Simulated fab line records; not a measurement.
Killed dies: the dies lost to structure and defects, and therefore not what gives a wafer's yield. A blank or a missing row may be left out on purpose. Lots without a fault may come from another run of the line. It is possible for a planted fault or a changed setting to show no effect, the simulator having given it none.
Chamber matching || flow gf180mcu || GF_V2_CVD_02 on pecvd-02 has 3 sister chambers
The step deposits SiO2 from TEOS, target thk 850 nm, time 94.851 s. 22 wafers are shown with their chamber, then 11 later ones without.

== WAFERS WITH THEIR CHAMBER ==
{"wafer": "L078.1", "chamber": 2, "heater power w (W)": 589}
{"wafer": "L078.5", "chamber": 0, "heater power w (W)": 584}
{"wafer": "L078.6", "chamber": 1, "heater power w (W)": 576}
{"wafer": "L079.2", "chamber": 1, "heater power w (W)": 555}
{"wafer": "L079.4", "chamber": 2, "heater power w (W)": 541}
{"wafer": "L079.5", "chamber": 0, "heater power w (W)": 583}
{"wafer": "L080.2", "chamber": 0, "heater power w (W)": 644}
{"wafer": "L080.4", "chamber": 0, "heater power w (W)": 685}
{"wafer": "L080.5", "chamber": 2, "heater power w (W)": 546}
{"wafer": "L082.3", "chamber": 1, "heater power w (W)": 465}
{"wafer": "L082.4", "chamber": 2, "heater power w (W)": 546}
{"wafer": "L082.6", "chamber": 1, "heater power w (W)": 513}
{"wafer": "L083.1", "chamber": 1, "heater power w (W)": 541}
{"wafer": "L083.2", "chamber": 2, "heater power w (W)": 634}
{"wafer": "L083.3", "chamber": 0, "heater power w (W)": 624}
{"wafer": "L083.4", "chamber": 1, "heater power w (W)": 544}
{"wafer": "L083.5", "chamber": 0, "heater power w (W)": 671}
{"wafer": "L083.6", "chamber": 2, "heater power w (W)": 667}
{"wafer": "L085.2", "chamber": 2, "heater power w (W)": 603}
{"wafer": "L085.5", "chamber": 0, "heater power w (W)": 655}
{"wafer": "L085.6", "chamber": 2, "heater power w (W)": 640}
{"wafer": "L086.2", "chamber": 0, "heater power w (W)": 686}

SIGNATURES (averages over the wafers above)
{"reading": "heater power w", "chamber 0": 641.50, "chamber 1": 532.33, "chamber 2": 595.75, "scatter within a chamber": 43.6}
Rule: for each reading, subtract the chamber's mean from the wafer's reading, divide by that reading's scatter and square the result; add these up over the readings and take the root, which gives the wafer's distance from the chamber. If the next closest chamber is less than 2 further off than the closest, the wafer can't be placed; otherwise it belongs to the closest. The scatter: take each reading less its chamber's mean, square it, sum over the shown wafers, divide by the number of wafers less the number of chambers, and take the root.

== WAFERS WHOSE CHAMBER IS MISSING ==
{"wafer": "L086.4", "heater power w (W)": 437}
{"wafer": "L086.6", "heater power w (W)": 595}
{"wafer": "L089.2", "heater power w (W)": 653}
{"wafer": "L089.3", "heater power w (W)": 475}
{"wafer": "L089.5", "heater power w (W)": 688}
{"wafer": "L093.1", "heater power w (W)": 656}
{"wafer": "L093.2", "heater power w (W)": 566}
{"wafer": "L093.3", "heater power w (W)": 488}
{"wafer": "L094.1", "heater power w (W)": 459}
{"wafer": "L094.2", "heater power w (W)": 682}
{"wafer": "L094.3", "heater power w (W)": 677}

== WHICH CHAMBER EACH ONE RAN IN ==
{"wafer": "L086.4", "from the rows above": "can't be placed: 1 or 2", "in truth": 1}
{"wafer": "L086.6", "from the rows above": "can't be placed: 2 or 0 or 1", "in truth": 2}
{"wafer": "L089.2", "from the rows above": "can't be placed: 0 or 2", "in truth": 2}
{"wafer": "L089.3", "from the rows above": "can't be placed: 1 or 2", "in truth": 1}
{"wafer": "L089.5", "from the rows above": "can't be placed: 0 or 2", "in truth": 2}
{"wafer": "L093.1", "from the rows above": "can't be placed: 0 or 2", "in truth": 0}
{"wafer": "L093.2", "from the rows above": "can't be placed: 2 or 1 or 0", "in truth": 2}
{"wafer": "L093.3", "from the rows above": "can't be placed: 1 or 2", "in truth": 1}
{"wafer": "L094.1", "from the rows above": "can't be placed: 1 or 2", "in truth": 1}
{"wafer": "L094.2", "from the rows above": "can't be placed: 0 or 2", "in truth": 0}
{"wafer": "L094.3", "from the rows above": "can't be placed: 0 or 2", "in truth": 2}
Correctly placed: 0 of 11. Unplaceable from these rows: 11, with the true chamber sitting among the candidates in 11. Wrongly placed: 0.
